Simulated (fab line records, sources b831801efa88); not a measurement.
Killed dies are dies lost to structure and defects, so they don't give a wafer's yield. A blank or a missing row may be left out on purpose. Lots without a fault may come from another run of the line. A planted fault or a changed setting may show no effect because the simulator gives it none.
A struck lot beside a sound one | flow sky130 | 34 steps out of a route of 708
Sound: wafers L999.1, L999.2, L999.4. Struck: wafers L119.2, L119.3, L119.6. The cause comes at the end.
At each step with rows: each side's tool, then ch and its chambers, then its first start. Under that, the readings that differ: sound wafers | struck wafers | difference of the means | sigmas: that difference in standard deviations of wafers without a fault.
alike: readings whose means differ by less than 2 such deviations, and words and numbers that are the same on both sides. not compared: withheld readings, readings that some wafer has no value for, bounds like >300 that may hide the same value, and numbers for which the record gives no deviation and whose values overlap.
The two part at a step that has a row with sigmas, a row that says differs or no value, or rows on one side only. Numbers that don't overlap but have no deviation are shown without sigmas and don't part them. A reading that every wafer of one side lacks parts them only if that side has two wafers or more.

first, 10 steps without rows for these wafers: SKY_LOCAL_INTERCONNECT_HMDS_04 (prime time 60 s); SKY_LOCAL_INTERCONNECT_COAT_05 (resist thk 60 nm); SKY_LOCAL_INTERCONNECT_COAT_06 (resist thk 450 nm); SKY_LOCAL_INTERCONNECT_SOFTBAKE_07 (time 90 s); SKY_LOCAL_INTERCONNECT_EXPOSE_08 (exposes mask LI1M, target cd 170 nm); SKY_LOCAL_INTERCONNECT_PEB_09; SKY_LOCAL_INTERCONNECT_DEVELOP_10 (develop time 60 s); SKY_LOCAL_INTERCONNECT_ETCH_13 (etches BARC in N2/H2, stops on SiO2, time 45.9 s, target depth 60 nm); SKY_LOCAL_INTERCONNECT_METAL_ETCH_14 (etches TiN in Cl2/BCl3, stops on PSG, target depth 110 nm, time 31.4 s); SKY_LOCAL_INTERCONNECT_STRIP_15 (strips in O2/N2).
SKY_LOCAL_INTERCONNECT_STRIP_16: strips in post etch residue remover, time 1200 s.
  sound on wet_bench-04 ch 2, day 31 03:02; struck on wet_bench-03 ch 3, day 37 04:14
then, 22 steps without rows for these wafers: SKY_LOCAL_INTERCONNECT_CLEAN_17 (cleans in IPA, time 180 s); SKY_LOCAL_INTERCONNECT_CLEAN_18 (cleans in O3/DIW); SKY_CONTACT_CVD_00 (deposits Si3N4, target thk 75 nm); SKY_CONTACT_HDPCVD_02 (deposits SiO2, target thk 565 nm, time 94.2 s); SKY_CONTACT_CMP_04 (polishes SiO2); SKY_CONTACT_DEHYDRATE_06 (time 60 s); SKY_CONTACT_HMDS_07 (prime time 60 s); SKY_CONTACT_COAT_08 (resist thk 60 nm); SKY_CONTACT_COAT_09 (resist thk 450 nm); SKY_CONTACT_SOFTBAKE_10 (time 90 s); SKY_CONTACT_EXPOSE_11 (exposes mask CTM1, target cd 170 nm); SKY_CONTACT_PEB_12; SKY_CONTACT_DEVELOP_13 (develop time 60 s); SKY_CONTACT_ETCH_16 (etches BARC in N2/H2, stops on SiO2, time 45.9 s, target depth 60 nm); SKY_CONTACT_ETCH_17 (etches SiO2 in C4F8/O2/Ar, stops on Si3N4, target depth 340 nm); SKY_CONTACT_ETCH_18 (etches Si3N4 in CHF3/O2, stops on TiN, time 39 s, target depth 75 nm); SKY_CONTACT_STRIP_19 (strips in O2/N2); SKY_CONTACT_STRIP_20 (strips in post etch residue remover, time 1200 s); SKY_CONTACT_CLEAN_21 (cleans in IPA, time 180 s); SKY_CONTACT_CLEAN_22 (cleans in O3/DIW); SKY_CONTACT_SPUTTER_23 (material TiN, target thk 20 nm, time 80 s); SKY_CONTACT_CVD_24 (deposits W, target thk 340 nm, time 102.12 s).
-- the record jumps here: 13 days lie between the struck wafers' starts before and after (it left off in module CONTACT and takes up again in module PAD_OPEN, whose first step shown is number 708 of the route) --
SKY_PAD_OPEN_PROBE_99:
  the record has rows for the struck wafers here (prober-01, day 50 16:09) and none for the sound ones

WHERE THEY PART
Only at SKY_PAD_OPEN_PROBE_99, within this record.

WHY: what the simulator had put in
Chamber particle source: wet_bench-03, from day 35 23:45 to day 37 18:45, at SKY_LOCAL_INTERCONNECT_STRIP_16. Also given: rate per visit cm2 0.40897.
